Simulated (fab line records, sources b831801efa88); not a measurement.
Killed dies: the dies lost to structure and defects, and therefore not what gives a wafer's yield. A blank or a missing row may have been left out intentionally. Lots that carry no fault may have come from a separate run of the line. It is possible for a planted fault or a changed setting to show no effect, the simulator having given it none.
Chamber matching + flow gf180mcu + GF_V1_CVD_00 on hdpcvd-02 has 3 sister chambers
The step deposits SiO2, target thk 600 nm, time 100 s. 3 wafers are shown with their chamber, then 8 later ones without.

WAFERS WITH THEIR CHAMBER
| wafer  | chamber | run length s (s) |
|--------|---------|------------------|
| L537.3 | 1       | 127.9            |
| L538.5 | 2       | 127.8            |
| L539.2 | 0       | 127.7            |

WAFERS WITHOUT THEIR CHAMBER
| wafer  | run length s (s) |
|--------|------------------|
| L539.3 | 128.5            |
| L539.4 | 127.9            |
| L543.1 | 127.6            |
| L543.2 | 127.8            |
| L543.5 | 127.5            |
| L552.1 | 127.9            |
| L552.4 | 127.9            |
| L552.5 | 127.5            |

WHICH CHAMBER EACH ONE RAN IN
| wafer  | from the rows above          | in truth |
|--------|------------------------------|----------|
| L539.3 | can't be placed: 1 or 2 or 0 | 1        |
| L539.4 | can't be placed: 1 or 2 or 0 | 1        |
| L543.1 | can't be placed: 0 or 2 or 1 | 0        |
| L543.2 | can't be placed: 2 or 0 or 1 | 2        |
| L543.5 | can't be placed: 0 or 2 or 1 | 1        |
| L552.1 | can't be placed: 1 or 2 or 0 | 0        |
| L552.4 | can't be placed: 1 or 2 or 0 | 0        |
| L552.5 | can't be placed: 0 or 2 or 1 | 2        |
Correct placement for 0 of the 8. Can't be placed from these rows: 8 (the true chamber is among the candidates in 8). Number placed wrongly: 0.
How it was worked out, from the rows above alone: a wafer's distance from a chamber is the root of the sum, over the readings, of the square of ((its reading less the chamber's mean) divided by the reading's scatter). The wafer belongs to the nearest chamber; if the next one is less than 2 further off, it can't be placed. A chamber's mean is the mean of its shown wafers. The scatter: with one shown wafer a chamber, the root of the mean of the squares of how far each hidden wafer lies from its nearest shown one.
